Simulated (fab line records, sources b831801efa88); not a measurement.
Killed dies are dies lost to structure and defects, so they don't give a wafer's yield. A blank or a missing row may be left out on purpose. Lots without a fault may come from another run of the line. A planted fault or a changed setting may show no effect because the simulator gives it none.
fab line records | flow sky130
record lots=14 wafers=42 last_day=48
route steps=708 shown VIA3@595 CAP2M@616 METAL4@634
lots that met no fault: from a run of the same line without faults
start_h: hours from the record's first day to the start of the lot's first wafer shown | wait_h: hours since the lot's step before | " the same as in the row above | L1.1+2: a row that stands for several wafers | - no value, or no start given | * or withheld: withheld | < > ~ a bound
route shown NAME@n: a module of which the file shows steps, and the number in the route of the first | usual: mean/standard deviation of fault-free wafers | same: alike in all rows | chamber/n: place in a boat | sites: the reading at each site | _std_site: their standard deviation | _edge_site: outer sites' mean less inner sites' | radius_mm: how far each site lies from the wafer's centre | mask NAME#n: copy n | behind: the tool/chamber that last shaped the wafer | hold: why the lot was held/for how many hours/how that ended | device: the transistor (n, p or np) that didn't switch | end of line: the same wafers' tests at the end of the route | a step without rows: its recipe alone | killed: dies lost to structure and defects at the first sort, not the wafer's yield | map: a wafer's dies, x killed, . not, _ none there
set.NAME: the setting as run; set.NAME@STEP: as run at that earlier step | model.NAME: the simulator's own value behind a step, which no gauge read
steps of the route over a sample of lots; a table a step, a row a wafer
services: from which hour (start_h, from the record's first day; less than 0 if before it) a tool's chamber was out of use, for how many hours, and why
## steps
# step SKY_VIA3_RS_MEAS_22
# recipe thk_meas_gauge=four-point-probe reads=W_of_VIA3_CVD_21+TiN_of_VIA3_SPUTTER_20
# usual VIA3_W_RS=0.291/0.0047
# columns lot.wafer tool chamber start_h wait_h VIA3_W_RS[ohm/sq]
L715.1 film_metro-03 - 934.89 0.1 0.288
L715.3 " - " " 0.293
L715.4 " - " " 0.287
L716.3 film_metro-04 - 947.08 0.1 0.283
L716.4 " - " " 0.290
L716.6 " - " " 0.292
L717.3 film_metro-02 - 951.57 0.1 0.293
L717.4 " - " " 0.288
L717.6 " - " " 0.290
L718.4 film_metro-03 - 951.91 0.1 0.283
L718.5 " - " " 0.287
L718.6 " - " " 0.284
L719.4 film_metro-02 - 958.78 0.1 0.288
L719.5 " - " " 0.282
L719.6 " - " " 0.290
L720.2 film_metro-03 - 971.84 0.1 0.299
L720.4 " - " " 0.300
L720.6 " - " " 0.288
L721.3 film_metro-04 - 980.82 0.1 0.286
L721.4 " - " " 0.294
L721.5 " - " " 0.291
L722.1 film_metro-04 - 991.60 0.1 0.293
L722.4 " - " " 0.293
L722.5 " - " " 0.293
L724.1 film_metro-04 - 996.98 0.1 0.291
L724.4 " - " " 0.296
L724.6 " - " " 0.286
L725.1 film_metro-02 - 1007.11 0.1 0.293
L725.3 " - " " 0.296
L725.5 " - " " 0.294
L726.2 film_metro-02 - 1009.66 0.1 0.290
L726.4 " - " " 0.289
L726.6 " - " " 0.295
L729.1 film_metro-03 - 1032.98 0.1 0.289
L729.2 " - " " 0.299
L729.6 " - " " 0.301
L735.1 film_metro-03 - 1065.97 0.1 0.286
L735.4 " - " " 0.286
L735.6 " - " " 0.287
L736.1 film_metro-02 - 1081.41 0.1 0.298
L736.3 " - " " 0.287
L736.6 " - " " 0.289
# step SKY_VIA3_CMP_24
# recipe stop_on=SiO2 t_overpolish_s=20 down_force_psi=3.5 platen_rpm=60 target_thk_nm=0 pad_velocity_m_s=0.94248
# usual motor_current_A=10.5/0.7 overpolish_run_s=20.000/0.0082 time_to_endpoint_s=93/5.1
# columns lot.wafer tool chamber start_h wait_h motor_current_A overpolish_run_s time_to_endpoint_s
L715.3 cmp-02 1 935.07 0.0 11.5 20.002 103
L715.1 " 2 " " 9.7 20.015 100
L715.4 " 3 " " 10.4 20.007 102
L716.3 cmp-02 0 947.32 0.1 11.6 19.998 89
L716.4 " 1 " " 11.0 20.000 99
L716.6 " 2 " " 9.2 19.992 95
L717.3 cmp-01 2 951.71 0.0 9.9 19.998 84
L717.4 " 3 " " 10.8 19.986 96
L717.6 " 3 " " 10.4 19.994 95
L718.4 cmp-02 0 952.08 0.1 11.0 20.008 92
L718.5 " 3 " " 10.0 19.995 96
L718.6 " 0 " " 11.4 20.002 95
L719.4 cmp-02 1 958.95 0.1 11.2 20.004 98
L719.5 " 0 " " 11.8 20.009 90
L719.6 " 1 " " 10.4 20.015 97
L720.4 cmp-01 2 972.31 0.3 9.4 20.000 83
L720.2 " 3 " " 10.7 20.001 90
L720.6 " 2 " " 9.6 20.011 86
L721.3 cmp-01 1 980.96 0.0 11.0 20.006 99
L721.4 " 0 " " 11.3 19.997 90
L721.5 " 1 " " 10.5 19.994 98
L722.4 cmp-01 1 991.83 0.1 10.6 19.993 96
L722.1 " 2 " " 9.0 19.991 87
L722.5 " 0 " " 11.3 20.007 87
L724.4 cmp-02 0 997.21 0.1 11.5 19.984 91
L724.1 " 2 " " 10.0 19.990 96
L724.6 " 3 " " 10.0 19.995 98
L725.3 cmp-01 1 1007.29 0.0 11.0 20.016 91
L725.1 " 0 " " 10.9 20.001 92
L725.5 " 1 " " 10.9 20.008 92
L726.4 cmp-01 0 1009.82 0.0 11.1 20.007 92
L726.2 " 2 " " 9.6 20.003 88
L726.6 " 1 " " 11.1 20.000 94
L729.1 cmp-01 1 1033.50 0.4 11.3 20.002 94
L729.2 " 0 " " 11.2 20.021 85
L729.6 " 2 " " 9.4 20.013 84
L735.4 cmp-01 1 1066.57 0.4 10.7 19.987 98
L735.1 " 2 " " 9.4 20.009 85
L735.6 " 0 " " 11.0 19.999 91
L736.1 cmp-01 2 1081.59 0.1 9.6 20.005 89
L736.3 " 0 " " 11.3 20.000 96
L736.6 " 3 " " 10.8 20.001 98
# step SKY_CAP2M_METAL_ETCH_13
# recipe target_depth_nm=220 stop_on=SiO2 chemistry=Cl2/BCl3 target=TiN pressure_mtorr=10 icp_w=900 bias_w=48.5 Cl2_flow_sccm=60 bcl3_flow_sccm=30 time_s=62.9
# usual drypump_motor_current_A=5.70/0.24 he_backside_leak_sccm=3.32/0.18 oes_product_au=0.938/0.0082 throttle_valve_pct=21.903/0.01
# columns lot.wafer tool chamber start_h wait_h drypump_motor_current_A he_backside_leak_sccm oes_product_au rf_hours_counter_h throttle_valve_pct
L715.1 rie_metal-02 1 959.82 0.0 5.79 3.22 0.927 16 21.929
L715.3 " 1 " " 5.80 3.13 0.936 - 21.900
L715.4 " 0 " " 5.65 3.43 0.946 - 21.886
L716.3 rie_metal-02 1 970.84 0.0 5.81 3.38 0.951 - 21.901
L716.4 " 0 " " 5.66 3.33 0.947 - 21.910
L716.6 " 0 " " 5.64 3.34 0.934 - 21.899
L717.3 rie_metal-02 1 975.74 0.0 5.81 3.21 0.939 - 21.906
L717.4 " 0 " " 5.63 3.44 0.941 - 21.906
L717.6 " 0 " " 5.64 3.55 0.937 - 21.905
L718.4 rie_metal-03 1 976.50 0.0 6.32 3.10 0.931 - 21.886
L718.5 " 0 " " 5.77 3.03 0.930 - 21.900
L718.6 " 1 " " 6.32 2.97 0.945 - 21.886
L719.4 rie_metal-03 0 982.94 0.0 5.75 3.13 0.924 - 21.902
L719.5 " 0 " " 5.75 3.03 0.928 - 21.915
L719.6 " 1 " " 6.31 3.07 0.941 - 21.890
L720.2 rie_metal-02 1 996.17 0.0 5.80 3.29 0.927 18 21.900
L720.4 " 0 " " 5.64 3.23 0.928 - 21.913
L720.6 " 1 " " 5.82 3.06 0.932 - 21.917
L721.3 rie_metal-02 1 1005.44 0.0 5.79 3.26 0.935 - 21.904
L721.4 " 0 " " 5.65 3.39 0.933 - 21.896
L721.5 " 0 " " 5.63 3.29 0.939 - 21.901
L722.1 rie_metal-02 1 1015.17 0.0 5.81 3.19 0.944 18 21.894
L722.4 " 1 " " 5.80 2.95 0.939 - 21.896
L722.5 " 0 " " 5.65 3.37 0.939 - 21.919
L724.1 rie_metal-04 0 1020.87 0.0 5.38 3.45 0.951 17 21.904
L724.4 " 0 " " 5.39 3.33 0.944 - 21.905
L724.6 " 0 " " 5.36 3.26 0.952 - 21.903
L725.1 rie_metal-03 0 1030.92 0.0 5.74 3.09 0.940 7 21.889
L725.3 " 1 " " 6.31 3.03 0.946 - 21.897
L725.5 " 1 " " 6.32 3.09 0.933 - 21.895
L726.2 rie_metal-02 1 1032.27 0.0 5.79 3.14 0.928 19 21.925
L726.4 " 1 " " 5.80 3.14 0.938 - 21.894
L726.6 " 1 " " 5.78 3.18 0.924 - 21.928
L729.1 rie_metal-04 0 1055.97 0.0 5.35 3.28 0.932 19 21.902
L729.2 " 1 " " 5.69 3.54 0.944 21 21.892
L729.6 " 1 " " 5.65 3.50 0.946 - 21.904
L735.1 rie_metal-04 0 1088.27 0.0 5.36 3.50 0.928 21 21.907
L735.4 " 0 " " 5.35 3.47 0.935 - 21.893
L735.6 " 1 " " 5.66 3.60 0.925 - 21.906
L736.1 rie_metal-04 0 1102.32 0.0 5.36 3.24 0.934 22 21.916
L736.3 " 0 " " 5.37 3.25 0.937 - 21.924
L736.6 " 1 " " 5.67 3.53 0.939 - 21.911
# step SKY_METAL4_METAL_ETCH_18
# recipe target_depth_a=8450 stop_on=SiO2 over_etch_frac=0.3 time_s=183.1 chemistry=Cl2/BCl3 resist_sidewall_deg=88 pressure_mtorr=10 icp_w=900 bias_w=48.5 Cl2_flow_sccm=60 bcl3_flow_sccm=30
# usual drypump_motor_current_A=5.5/0.39 he_backside_leak_sccm=3.4/0.39 oes_product_au=0.866/0.0073 throttle_valve_pct=22.264/0.0094
# columns lot.wafer tool chamber start_h wait_h drypump_motor_current_A he_backside_leak_sccm oes_product_au rf_hours_counter_h throttle_valve_pct
L715.1 rie_metal-01 0 984.06 0.0 4.9 3.3 0.863 18 22.274
L715.3 " 0 " " 4.9 3.3 0.854 - 22.265
L715.4 " 0 " " 4.9 3.4 0.868 - 22.283
L716.3 rie_metal-01 0 995.55 0.1 4.9 3.4 0.867 - 22.251
L716.4 " 1 " " 6.0 5.4 0.872 - 22.268
L716.6 " 1 " " 6.0 3.4 0.869 - 22.262
L717.3 rie_metal-02 1 1000.30 0.1 5.8 3.0 0.871 - 22.266
L717.4 " 0 " " 5.6 3.3 0.873 - 22.265
L717.6 " 0 " " 5.6 3.0 0.864 - 22.261
L718.4 rie_metal-04 1 1001.11 0.1 5.7 3.6 0.866 - 22.255
L718.5 " 1 " " 5.7 3.7 0.878 - 22.270
L718.6 " 0 " " 5.4 3.4 0.873 - 22.259
L719.4 rie_metal-04 0 1007.47 0.1 5.4 3.3 0.866 - 22.269
L719.5 " 0 " " 5.4 3.2 0.864 - 22.277
L719.6 " 1 " " 5.7 3.6 0.863 - 22.269
L720.2 rie_metal-01 0 1020.05 0.1 4.9 3.3 0.864 - 22.263
L720.4 " 0 " " 4.9 3.4 0.854 - 22.260
L720.6 " 0 " " 4.9 3.4 0.863 - 22.260
L721.3 rie_metal-02 0 1029.40 0.1 5.7 3.5 0.864 - 22.273
L721.4 " 1 " " 5.8 3.3 0.863 - 22.269
L721.5 " 1 " " 5.8 3.2 0.862 - 22.251
L722.1 rie_metal-04 0 1038.66 0.0 5.4 3.3 0.865 18 22.283
L722.4 " 1 " " 5.7 3.6 0.869 - 22.274
L722.5 " 1 " " 5.7 3.6 0.867 - 22.277
L724.1 rie_metal-01 1 1044.34 0.0 6.0 3.5 0.866 3 22.278
L724.4 " 0 " " 4.9 3.4 0.871 - 22.248
L724.6 " 1 " " 6.0 3.6 0.871 - 22.263
L725.1 rie_metal-02 1 1054.15 0.0 5.8 3.1 0.878 21 22.278
L725.3 " 1 " " 5.8 3.2 0.864 - 22.261
L725.5 " 1 " " 5.8 3.3 0.875 - 22.256
L726.2 rie_metal-01 0 1054.80 0.0 4.9 3.3 0.849 23 22.267
L726.4 " 1 " " 6.0 3.3 0.848 - 22.260
L726.6 " 0 " " 4.9 3.3 0.862 - 22.273
L729.1 rie_metal-01 1 1078.16 0.0 6.0 3.6 0.883 5 22.260
L729.2 " 0 " " 4.9 3.2 0.869 24 22.253
L729.6 " 0 " " 4.9 3.3 0.882 - 22.257
L735.1 rie_metal-02 1 1109.27 0.0 5.8 3.3 0.833 25 22.259
L735.4 " 1 " " 5.8 3.3 0.839 - 22.262
L735.6 " 0 " " 5.7 3.4 0.846 - 22.269
L736.1 rie_metal-02 0 1123.79 0.0 5.7 3.3 0.855 22 22.262
L736.3 " 1 " " 5.8 3.2 0.842 - 22.260
L736.6 " 1 " " 5.8 3.2 0.844 - 22.266
# step SKY_METAL4_STRIP_19
# recipe chemistry=O2/N2 power_w=1400 pressure_mtorr=1500 platen_temp_c=withheld o2_flow_sccm=3000 n2_flow_sccm=300 overash_fraction=0.5
# usual drypump_motor_current_A=5.74/0.24 oes_product_au=0.502/0.0064 strip_time_to_endpoint_s=6.55/0.097
# same overash_fraction=0.5
# columns lot.wafer tool chamber start_h wait_h drypump_motor_current_A oes_product_au rf_hours_counter_h strip_time_to_endpoint_s
L715.1 plasma_asher-03 1 984.42 0.3 5.58 0.497 81 6.50
L715.3 " 0 " " 5.49 0.494 - 6.45
L715.4 " 1 " " 5.54 0.496 - 6.47
L716.3 plasma_asher-03 1 995.70 0.1 5.58 0.506 - 6.42
L716.4 " 0 " " 5.52 0.494 - 6.38
L716.6 " 0 " " 5.50 0.498 - 6.39
L717.3 plasma_asher-02 0 1000.45 0.1 6.00 0.493 - 6.55
L717.4 " 1 " " 5.73 0.502 - 6.52
L717.6 " 1 " " 5.75 0.498 - 6.55
L718.4 plasma_asher-03 0 1001.26 0.1 5.48 0.502 - 6.47
L718.5 " 0 " " 5.47 0.498 - 6.45
L718.6 " 1 " " 5.59 0.496 - 6.58
L719.4 plasma_asher-03 1 1007.62 0.1 5.54 0.508 - 6.72
L719.5 " 0 " " 5.48 0.515 - 6.77
L719.6 " 1 " " 5.57 0.504 - 6.60
L720.2 plasma_asher-01 0 1020.34 0.2 6.24 0.498 57 6.45
L720.4 " 1 " " 5.92 0.498 - 6.42
L720.6 " 1 " " 5.93 0.490 - 6.40
L721.3 plasma_asher-01 1 1029.55 0.1 5.87 0.511 - 6.57
L721.4 " 0 " " 6.24 0.508 - 6.68
L721.5 " 0 " " 6.23 0.506 - 6.70
L722.1 plasma_asher-03 1 1038.84 0.1 5.57 0.512 87 6.71
L722.4 " 1 " " 5.55 0.506 - 6.66
L722.5 " 0 " " 5.50 0.501 - 6.61
L724.1 plasma_asher-01 1 1044.52 0.1 5.93 0.501 60 6.45
L724.4 " 1 " " 5.87 0.502 - 6.47
L724.6 " 1 " " 5.86 0.492 - 6.47
L725.1 plasma_asher-03 1 1054.38 0.2 5.56 0.511 89 6.61
L725.3 " 1 " " 5.58 0.510 - 6.57
L725.5 " 1 " " 5.57 0.499 - 6.53
L726.2 plasma_asher-02 1 1054.97 0.1 5.72 0.503 127 6.49
L726.4 " 0 " " 6.00 0.501 - 6.47
L726.6 " 1 " " 5.72 0.501 - 6.47
L729.1 plasma_asher-02 0 1078.34 0.1 5.95 0.508 1 6.45
L729.2 " 1 " " 5.73 0.490 1 6.53
L729.6 " 0 " " 5.98 0.498 - 6.56
L735.1 plasma_asher-03 0 1109.45 0.1 5.46 0.554 95 7.95
L735.4 " 1 " " 5.57 0.561 - 7.94
L735.6 " 1 " " 5.58 0.549 - 7.87
L736.1 plasma_asher-03 1 1123.97 0.1 5.58 0.556 96 7.87
L736.3 " 1 " " 5.57 0.561 - 7.98
L736.6 " 1 " " 5.58 0.554 - 7.93
## services
# columns tool chamber start_h hours kind
cmp-01 - 912.00 4.0 pm
cmp-01 - 924.26 0.3 repair
cmp-02 - 924.80 4.7 pm
plasma_asher-01 - 941.58 20.4 repair
cmp-02 - 953.36 2.3 repair
cmp-01 - 957.79 1.6 repair
cmp-01 - 959.43 6.8 repair
cmp-01 - 959.65 2.7 repair
cmp-02 - 978.12 1.3 repair
plasma_asher-02 - 987.02 7.0 repair
plasma_asher-03 - 993.62 0.8 repair
rie_metal-01 - 995.67 4.0 pm
plasma_asher-02 - 999.27 0.7 repair
rie_metal-01 - 999.88 1.0 repair
rie_metal-01 1 1018.16 5.2 repair
cmp-01 - 1024.50 0.7 repair
cmp-02 - 1028.38 52.1 repair
plasma_asher-03 - 1035.67 2.9 repair
cmp-01 - 1043.43 3.4 repair
rie_metal-01 - 1047.35 2.8 pm
cmp-02 - 1080.50 8.9 pm
cmp-02 - 1089.42 4.0 pm
cmp-01 - 1093.57 5.2 pm
rie_metal-02 - 1109.75 1.4 pm
## key
first_sign step=SKY_METAL4_METAL_ETCH_18 reading=oes_product_au direction=down sigmas=3.1 usual=0.866 struck=0.843 wafers_moved=5
effect step=SKY_METAL4_STRIP_19 reading=strip_time_to_endpoint_s direction=up sigmas=14 usual=* struck=*
met_at SKY_METAL4_METAL_ETCH_18
struck_lots L735,L736
later_rows_left_out L735.1,L735.4,L735.6,L736.1,L736.3,L736.6
sort_left_out L735.1,L735.4,L735.6,L736.1,L736.3,L736.6
not_acting_at SKY_VIA3_RS_MEAS_22,SKY_VIA3_CMP_24,SKY_CAP2M_METAL_ETCH_13
onset_between 1054.15 1109.27
fault kind=process_parameter_drift tool=rie_metal-02 chamber=- onset_h=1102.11 steps=SKY_METAL4_METAL_ETCH_18 channel=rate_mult offset=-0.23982 shape=step end_h=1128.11
# sort_left_out: the simulated sort isn't trusted on such a fault, so these wafers' sort isn't shown, and their yield isn't known
# later_rows_left_out: the simulator's readings of these wafers behind a module that went badly wrong aren't trusted and aren't shown, but for the sort
